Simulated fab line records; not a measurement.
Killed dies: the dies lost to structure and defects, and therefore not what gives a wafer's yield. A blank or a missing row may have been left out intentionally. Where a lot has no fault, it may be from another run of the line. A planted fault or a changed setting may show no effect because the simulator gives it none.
Shared-tool check :: flow sky130 :: Sample size 15 lots and 45 wafers

== REASON FOR OPENING ==
Of 15 lots, 3 have the reading LDD_HVN_TW flagged at SKY_LDD_HVN_TW_MEAS_10. Wafers without a fault read 1440, standard deviation 12.
Rule: a lot is flagged in two cases, either no wafer of it has a number, or all its wafers with numbers fall more than 4 standard deviations from that mean. As for the other lots, they are considered sound.

lot: L434
measured: day 21 12:05
on: film_metro-04
LDD_HVN_TW, wafer by wafer: 1435 1432 1429
flag: 

lot: L436
measured: day 21 12:25
on: film_metro-03
LDD_HVN_TW, wafer by wafer: 1447 1454 1452
flag: 

lot: L435
measured: day 21 12:56
on: film_metro-04
LDD_HVN_TW, wafer by wafer: 1436 1430 1433
flag: 

lot: L439
measured: day 23 16:32
on: film_metro-03
LDD_HVN_TW, wafer by wafer: 1453 1444 1453
flag: 

lot: L440
measured: day 23 19:31
on: film_metro-03
LDD_HVN_TW, wafer by wafer: 1451 1445 1454
flag: 

lot: L444
measured: day 24 10:31
on: film_metro-02
LDD_HVN_TW, wafer by wafer: 30 30 30
flag: FLAGGED

lot: L445
measured: day 24 13:46
on: film_metro-02
LDD_HVN_TW, wafer by wafer: 30 30 30
flag: FLAGGED

lot: L446
measured: day 24 22:45
on: film_metro-02
LDD_HVN_TW, wafer by wafer: 30 30 30
flag: FLAGGED

lot: L447
measured: day 25 12:49
on: film_metro-03
LDD_HVN_TW, wafer by wafer: 1456 1447 1446
flag: 

lot: L450
measured: day 26 13:44
on: film_metro-02
LDD_HVN_TW, wafer by wafer: 1424 1419 1426
flag: 

lot: L452
measured: day 27 11:00
on: film_metro-04
LDD_HVN_TW, wafer by wafer: 1452 1445 1442
flag: 

lot: L453
measured: day 27 14:02
on: film_metro-04
LDD_HVN_TW, wafer by wafer: 1438 1440 1445
flag: 

lot: L454
measured: day 28 02:22
on: film_metro-03
LDD_HVN_TW, wafer by wafer: 1454 1453 1447
flag: 

lot: L455
measured: day 28 08:38
on: film_metro-04
LDD_HVN_TW, wafer by wafer: 1442 1454 1452
flag: 

lot: L456
measured: day 28 14:10
on: film_metro-04
LDD_HVN_TW, wafer by wafer: 1452 1457 1452
flag: 
On average the flagged lots read 30, which is -1410 against the usual, or -99 or more standard deviations.

== LOT BY LOT: THE TOOL USED ==
The record holds 3 process steps before the reading, out of a route of 708 steps. Cell contents, in order: the tool; ch with the chambers the sampled wafers went through; the start.
lot: L434
flag: 
SKY_POLY_GATE_ETCH_15: rie_diel-04 ch 0,2,3, day 17 07:52
SKY_LDD_P_STRIP_10: plasma_asher-02 ch 0,1, day 20 04:31
SKY_LDD_HVN_STRIP_09: plasma_asher-03 ch 0,1, day 21 11:59

lot: L436
flag: 
SKY_POLY_GATE_ETCH_15: rie_diel-01 ch 0,3, day 17 11:05
SKY_LDD_P_STRIP_10: plasma_asher-04 ch 0,1, day 20 05:19
SKY_LDD_HVN_STRIP_09: plasma_asher-01 ch 0,1, day 21 12:19

lot: L435
flag: 
SKY_POLY_GATE_ETCH_15: rie_diel-02 ch 0,1, day 17 09:10
SKY_LDD_P_STRIP_10: plasma_asher-01 ch 0,1, day 20 05:37
SKY_LDD_HVN_STRIP_09: plasma_asher-01 ch 0,1, day 21 12:50

lot: L439
flag: 
SKY_POLY_GATE_ETCH_15: rie_diel-02 ch 0,1,2, day 19 14:37
SKY_LDD_P_STRIP_10: plasma_asher-04 ch 0,1, day 22 09:28
SKY_LDD_HVN_STRIP_09: plasma_asher-03 ch 0,1, day 23 16:26

lot: L440
flag: 
SKY_POLY_GATE_ETCH_15: rie_diel-04 ch 1,2,3, day 19 21:58
SKY_LDD_P_STRIP_10: plasma_asher-02 ch 0,1, day 22 13:34
SKY_LDD_HVN_STRIP_09: plasma_asher-03 ch 0,1, day 23 19:25

lot: L444
flag: FLAGGED
SKY_POLY_GATE_ETCH_15: rie_diel-02 ch 0,1,2, day 20 13:32
SKY_LDD_P_STRIP_10: plasma_asher-04 ch 0,1, day 23 05:34
SKY_LDD_HVN_STRIP_09: plasma_asher-04 ch 0,1, day 24 10:25

lot: L445
flag: FLAGGED
SKY_POLY_GATE_ETCH_15: rie_diel-04 ch 0,1,3, day 20 16:31
SKY_LDD_P_STRIP_10: plasma_asher-02 ch 0,1, day 23 08:10
SKY_LDD_HVN_STRIP_09: plasma_asher-01 ch 0,1, day 24 13:40

lot: L446
flag: FLAGGED
SKY_POLY_GATE_ETCH_15: rie_diel-04 ch 2,3, day 21 00:04
SKY_LDD_P_STRIP_10: plasma_asher-02 ch 0,1, day 23 16:40
SKY_LDD_HVN_STRIP_09: plasma_asher-03 ch 0,1, day 24 22:38

lot: L447
flag: 
SKY_POLY_GATE_ETCH_15: rie_diel-04 ch 1,2, day 21 14:37
SKY_LDD_P_STRIP_10: plasma_asher-01 ch 1, day 24 06:59
SKY_LDD_HVN_STRIP_09: plasma_asher-04 ch 0,1, day 25 12:42

lot: L450
flag: 
SKY_POLY_GATE_ETCH_15: rie_diel-01 ch 1,2, day 22 17:44
SKY_LDD_P_STRIP_10: plasma_asher-04 ch 0,1, day 25 08:34
SKY_LDD_HVN_STRIP_09: plasma_asher-04 ch 0,1, day 26 13:38

lot: L452
flag: 
SKY_POLY_GATE_ETCH_15: rie_diel-04 ch 0,1,3, day 23 15:34
SKY_LDD_P_STRIP_10: plasma_asher-04 ch 0,1, day 26 06:01
SKY_LDD_HVN_STRIP_09: plasma_asher-03 ch 0,1, day 27 10:54

lot: L453
flag: 
SKY_POLY_GATE_ETCH_15: rie_diel-01 ch 2,3, day 23 19:25
SKY_LDD_P_STRIP_10: plasma_asher-04 ch 0,1, day 26 09:39
SKY_LDD_HVN_STRIP_09: plasma_asher-03 ch 0,1, day 27 13:56

lot: L454
flag: 
SKY_POLY_GATE_ETCH_15: rie_diel-02 ch 1,2,3, day 24 06:29
SKY_LDD_P_STRIP_10: plasma_asher-01 ch 0,1, day 26 20:19
SKY_LDD_HVN_STRIP_09: plasma_asher-04 ch 0,1, day 28 02:16

lot: L455
flag: 
SKY_POLY_GATE_ETCH_15: rie_diel-04 ch 1,2,3, day 24 13:59
SKY_LDD_P_STRIP_10: plasma_asher-01 ch 0, day 27 03:04
SKY_LDD_HVN_STRIP_09: plasma_asher-04 ch 0,1, day 28 08:32

lot: L456
flag: 
SKY_POLY_GATE_ETCH_15: rie_diel-04 ch 1,2,3, day 24 17:49
SKY_LDD_P_STRIP_10: plasma_asher-01 ch 0,1, day 27 08:58
SKY_LDD_HVN_STRIP_09: plasma_asher-03 ch 0,1, day 28 14:04
What is done by these steps:
- SKY_POLY_GATE_ETCH_15: etches BARC in N2/H2, stops on SiO2, time 118.5 s, target depth 110 nm.
- SKY_LDD_P_STRIP_10: strips in O2/N2.
- SKY_LDD_HVN_STRIP_09: strips in O2/N2.
- SKY_LDD_HVN_TW_MEAS_10

== FLAGGED OVER TOTAL, TOOL BY TOOL (the gauges that took the reading come last) ==
step: SKY_POLY_GATE_ETCH_15
tool: rie_diel-01
lots run: 3
flagged: 0
share of the flagged lots: none
sound lots run after its first flagged lot: -

step: SKY_POLY_GATE_ETCH_15
tool: rie_diel-02
lots run: 4
flagged: 1
share of the flagged lots: some
sound lots run after its first flagged lot: 1 (L454)

step: SKY_POLY_GATE_ETCH_15
tool: rie_diel-04
lots run: 8
flagged: 2
share of the flagged lots: some
sound lots run after its first flagged lot: 4 (L447,L452,L455,L456)

step: SKY_LDD_P_STRIP_10
tool: plasma_asher-01
lots run: 5
flagged: 0
share of the flagged lots: none
sound lots run after its first flagged lot: -

step: SKY_LDD_P_STRIP_10
tool: plasma_asher-02
lots run: 4
flagged: 2
share of the flagged lots: some
sound lots run after its first flagged lot: 0

step: SKY_LDD_P_STRIP_10
tool: plasma_asher-04
lots run: 6
flagged: 1
share of the flagged lots: some
sound lots run after its first flagged lot: 3 (L450,L452,L453)

step: SKY_LDD_HVN_STRIP_09
tool: plasma_asher-01
lots run: 3
flagged: 1
share of the flagged lots: some
sound lots run after its first flagged lot: 0

step: SKY_LDD_HVN_STRIP_09
tool: plasma_asher-03
lots run: 7
flagged: 1
share of the flagged lots: some
sound lots run after its first flagged lot: 3 (L452,L453,L456)

step: SKY_LDD_HVN_STRIP_09
tool: plasma_asher-04
lots run: 5
flagged: 1
share of the flagged lots: some
sound lots run after its first flagged lot: 4 (L447,L450,L454,L455)

step: SKY_LDD_HVN_TW_MEAS_10
tool: film_metro-02
lots run: 4
flagged: 3
share of the flagged lots: all
sound lots run after its first flagged lot: 1 (L450)

step: SKY_LDD_HVN_TW_MEAS_10
tool: film_metro-03
lots run: 5
flagged: 0
share of the flagged lots: none
sound lots run after its first flagged lot: -

step: SKY_LDD_HVN_TW_MEAS_10
tool: film_metro-04
lots run: 6
flagged: 0
share of the flagged lots: none
sound lots run after its first flagged lot: -

== WHAT THE TABLE PERMITS ==
1 row of the table ran every flagged lot: film_metro-02 at SKY_LDD_HVN_TW_MEAS_10.
- film_metro-02 at SKY_LDD_HVN_TW_MEAS_10: 3 of its 4 lots flagged. After the first flagged lot (L450), sound lots still ran on it; a lasting fault on the whole tool would not permit that.
There is no row in the table that ran each flagged lot and no sound lot after the first.

== WHAT THE SIMULATOR HAD INSERTED ==
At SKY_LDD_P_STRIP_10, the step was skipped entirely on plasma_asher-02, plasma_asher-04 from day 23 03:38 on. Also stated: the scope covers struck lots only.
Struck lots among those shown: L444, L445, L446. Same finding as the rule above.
